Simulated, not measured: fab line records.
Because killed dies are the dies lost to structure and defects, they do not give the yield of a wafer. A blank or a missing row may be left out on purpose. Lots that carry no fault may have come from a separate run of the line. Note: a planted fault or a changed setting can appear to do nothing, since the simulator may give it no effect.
Which tool was responsible?    flow sky130    Sampling: 12 lots, 36 wafers, 4 of 708 route steps

WHAT THE GAUGES READ, wafer by wafer
SKY_METAL5_RS_MEAS_05: a four-point-probe measurement.
lot   measured      on             METAL5_ALCU_RS (ohm/sq)
L919  day 43 00:04  film-metro-03  0.02705 0.02712 0.02709
L920  day 43 02:15  film-metro-03  0.02677 0.0272 0.02687
L922  day 43 21:16  film-metro-04  0.02717 0.02694 0.02713
L924  day 44 05:04  film-metro-03  0.02717 0.02717 0.02688
L933  day 46 16:02  film-metro-04  0.02738 0.02753 0.02748
L932  day 46 20:02  film-metro-02  0.027 0.02703 0.02687
L934  day 47 01:02  film-metro-03  0.02685 0.02723 0.02721
L935  day 47 03:46  film-metro-02  0.02754 0.0273 0.02728
L937  day 47 15:18  film-metro-03  0.02736 0.02721 0.02738
L938  day 47 16:53  film-metro-03  0.02699 0.02698 0.02685
L940  day 48 08:13  film-metro-04  0.02691 0.02717 0.02717
L942  day 48 15:31  film-metro-04  0.02689 0.02654 0.02682

WHAT TOOL EACH LOT RAN ON (gives the tool, then ch and the chambers of the sampled wafers, and finally the start)
lot   SKY_LOCAL_INTERCONNECT_METAL_ETCH_14  SKY_METAL4_SPUTTER_02         SKY_CAP2M_STRIP_14
L919  rie-metal-01 ch 1, day 30 12:10       pvd-sputter-03, day 39 20:32  plasma-asher-03 ch 0,1, day 40 20:22
L920  rie-metal-03 ch 1, day 30 15:01       pvd-sputter-04, day 39 23:14  plasma-asher-03 ch 1, day 40 23:28
L922  rie-metal-03 ch 1, day 31 10:18       pvd-sputter-03, day 40 18:03  plasma-asher-04 ch 0,1, day 41 18:10
L924  rie-metal-03 ch 1, day 31 22:07       pvd-sputter-01, day 41 01:38  plasma-asher-02 ch 0,1, day 42 02:21
L933  rie-metal-03 ch 0,1, day 34 20:05     pvd-sputter-01, day 43 19:31  plasma-asher-03 ch 0,1, day 44 18:20
L932  rie-metal-02 ch 0,1, day 35 02:34     pvd-sputter-03, day 43 22:51  plasma-asher-03 ch 0,1, day 44 21:05
L934  rie-metal-02 ch 0,1, day 35 10:37     pvd-sputter-04, day 44 04:37  plasma-asher-03 ch 0,1, day 45 03:01
L935  rie-metal-01 ch 0,1, day 35 10:53     pvd-sputter-03, day 44 09:04  plasma-asher-03 ch 0,1, day 45 06:25
L937  rie-metal-01 ch 0,1, day 36 01:43     pvd-sputter-03, day 44 21:17  plasma-asher-03 ch 0,1, day 45 19:28
L938  rie-metal-02 ch 0,1, day 36 05:46     pvd-sputter-03, day 44 22:46  plasma-asher-02 ch 0,1, day 45 20:28
L940  rie-metal-03 ch 0, day 36 22:50       pvd-sputter-04, day 45 15:16  plasma-asher-04 ch 0,1, day 46 12:37
L942  rie-metal-03 ch 0, day 37 11:00       pvd-sputter-01, day 45 23:20  plasma-asher-02 ch 0,1, day 46 19:41
- SKY_LOCAL_INTERCONNECT_METAL_ETCH_14: etches TiN in Cl2/BCl3, stops on PSG, target depth 110 nm, time 31.4 s.
- SKY_METAL4_SPUTTER_02: material AlCu, target thk 735 nm, time 39.1 s.
- SKY_CAP2M_STRIP_14: strips in O2/N2.

WHAT THE TOOLS THEMSELVES READ (means of the sampled wafers that have a number; where no wafer has one, the mark that the record gives instead)
SKY_LOCAL_INTERCONNECT_METAL_ETCH_14.
lot   tool          drypump-motor-current-A (A)  mfc-cl2-sccm (sccm)  oes-product-au (a.u.)  throttle-valve-pct (%)
L919  rie-metal-01  6.0                          59.62                0.933                  21.911
L920  rie-metal-03  5.3                          60.04                0.946                  21.904
L922  rie-metal-03  5.2                          59.94                0.946                  21.901
L924  rie-metal-03  5.3                          60.19                0.937                  21.901
L933  rie-metal-03  5.3                          60.14                0.937                  21.908
L932  rie-metal-02  5.4                          60.11                0.930                  21.906
L934  rie-metal-02  5.7                          59.70                0.941                  21.900
L935  rie-metal-01  5.9                          60.03                0.944                  21.905
L937  rie-metal-01  5.8                          60.07                0.940                  21.894
L938  rie-metal-02  5.7                          60.05                0.948                  21.901
L940  rie-metal-03  5.5                          59.93                0.935                  21.902
L942  rie-metal-03  5.5                          59.94                0.942                  21.897

SKY_METAL4_SPUTTER_02.
lot   tool            throttle-valve-pct (%)
L919  pvd-sputter-03  30.1
L920  pvd-sputter-04  29.4
L922  pvd-sputter-03  30.3
L924  pvd-sputter-01  29.9
L933  pvd-sputter-01  29.5
L932  pvd-sputter-03  29.9
L934  pvd-sputter-04  29.9
L935  pvd-sputter-03  30.1
L937  pvd-sputter-03  30.5
L938  pvd-sputter-03  30.3
L940  pvd-sputter-04  30.6
L942  pvd-sputter-01  30.1

SKY_CAP2M_STRIP_14.
lot   tool             drypump-motor-current-A (A)  oes-product-au (a.u.)  strip-time-to-endpoint-s (s)
L919  plasma-asher-03  5.7                          0.706                  12.69
L920  plasma-asher-03  5.6                          0.705                  12.64
L922  plasma-asher-04  5.4                          0.713                  12.58
L924  plasma-asher-02  5.1                          0.710                  12.70
L933  plasma-asher-03  5.8                          0.707                  12.72
L932  plasma-asher-03  5.8                          0.706                  12.68
L934  plasma-asher-03  5.7                          0.709                  12.65
L935  plasma-asher-03  5.8                          0.708                  12.68
L937  plasma-asher-03  5.8                          0.709                  12.69
L938  plasma-asher-02  5.5                          0.711                  12.68
L940  plasma-asher-04  5.5                          0.705                  12.69
L942  plasma-asher-02  5.1                          0.709                  12.76

THE ANSWER, worked out from the rows above alone
Rule: the usual values come from the lots themselves. Put in order of their means at a reading, lots are off if they are a third of the lots or fewer, leave a main group of 4 or more, and stand apart from it by a gap of 3 or more times the standard deviation of the main group's means; of several such gaps the widest counts. Not used: any main group whose means are identical at the precision the tables above print for the reading. Also off: a lot with no number at a reading for which 4 or more lots have one. Any other lot the step has rows for is counted as sound. Order of review: gauges by route order, followed by the tools' own readings, for which a lot's mean as printed above is used. At the first step where some lot is off, the reading lying furthest off is the one used; lots without a number count as furthest.
No lot is off on any of the readings shown, so nothing can be concluded from this.

WHAT THE SIMULATOR PUT IN
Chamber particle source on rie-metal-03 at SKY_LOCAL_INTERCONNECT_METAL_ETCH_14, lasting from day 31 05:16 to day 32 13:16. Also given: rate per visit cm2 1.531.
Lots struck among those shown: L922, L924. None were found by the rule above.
